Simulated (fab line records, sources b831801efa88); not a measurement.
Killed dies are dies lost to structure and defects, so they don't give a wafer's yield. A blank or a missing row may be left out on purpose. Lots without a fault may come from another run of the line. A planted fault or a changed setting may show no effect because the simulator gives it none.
One fault seen from 2 desks | flow sky130 | each desk has only its own numbers; what lay behind them comes last

THE METROLOGY DESK
What the gauges read, lot by lot, whatever tool the lot ran on: means of the sampled wafers that have a number. A lot is out of limits, marked OUT, if its mean lies more than 4 standard deviations from the usual mean; the brackets give that distance.
Columns: A = VT_ADJUST_HVTP_TW at SKY_VT_ADJUST_HVTP_TW_MEAS_11, usual 1361; B = GATE_OXIDE_TW at SKY_GATE_OXIDE_TW_MEAS_14, usual 225.7
lot  | first seen here | A    | B
L204 | day 6 03:45     | 1372 | 224.2
L205 | day 6 08:47     | 1336 | 225.4
L206 | day 6 19:14     | 1359 | 227.0
L207 | day 6 20:12     | 1368 | 226.2
L212 | day 8 05:33     | 1349 | 224.4
L214 | day 9 00:06     | 1356 | 224.8
L215 | day 9 06:57     | 1360 | 226.8
L219 | day 10 03:29    | 1371 | 226.0
L222 | day 10 22:57    | 1371 | 224.7
L224 | day 11 09:59    | 1345 | 226.9
L225 | day 11 13:54    | 1366 | 227.8
L226 | day 11 19:52    | 1362 | 225.5
L227 | day 12 11:41    | 1362 | 224.7
This desk's finding: nothing out of limits on any of the 13 lots.

THE TOOL OWNER'S DESK: litho_track-03
The tool's own readings at SKY_SONOS_ONO_SOFTBAKE_09 (time 60 s): means of the sampled wafers that have a number, for each lot that ran on this tool. A lot is out of limits, marked OUT, if its mean lies more than 4 standard deviations from the usual mean; the brackets give that distance.
Columns: A = heater_power_total_W at SKY_SONOS_ONO_SOFTBAKE_09, usual 56.60 W; B = plate_temp_C at SKY_SONOS_ONO_SOFTBAKE_09, usual 90.01 C
lot  | first seen here | A               | B
L206 | day 13 01:23    | 56.58           | 90.04
L207 | day 13 02:17    | 56.55           | 90.08
L212 | day 14 23:35    | 56.62           | 90.04
L214 | day 15 21:16    | 57.16 (+13) OUT | 90.67 (+6.0) OUT
L215 | day 16 07:32    | 57.19 (+13) OUT | 90.60 (+5.3) OUT
L226 | day 19 13:31    | 56.58           | 89.94
This desk's finding: out of limits on L214, L215; first on L214, day 15 21:16 (heater_power_total_W at SKY_SONOS_ONO_SOFTBAKE_09). In limits: L206, L207, L212, L226.

PUT TOGETHER
The tool owner's desk could have raised an alarm at day 15 21:16, on L214, L215.
The metrology desk saw nothing out of limits.
The metrology desk has L214, L215 on record, within its limits.
Of the lots named, all ran SKY_SONOS_ONO_SOFTBAKE_09 on litho_track-03.

WHAT THE SIMULATOR HAD PUT IN
Process parameter drift: litho_track-03, from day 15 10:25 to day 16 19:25, at SKY_SONOS_ONO_SOFTBAKE_09. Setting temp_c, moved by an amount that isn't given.
Lots struck among those shown: L214, L215.
Hours from the fault's start to each desk's first reading out of limits: the tool owner's desk, 11.
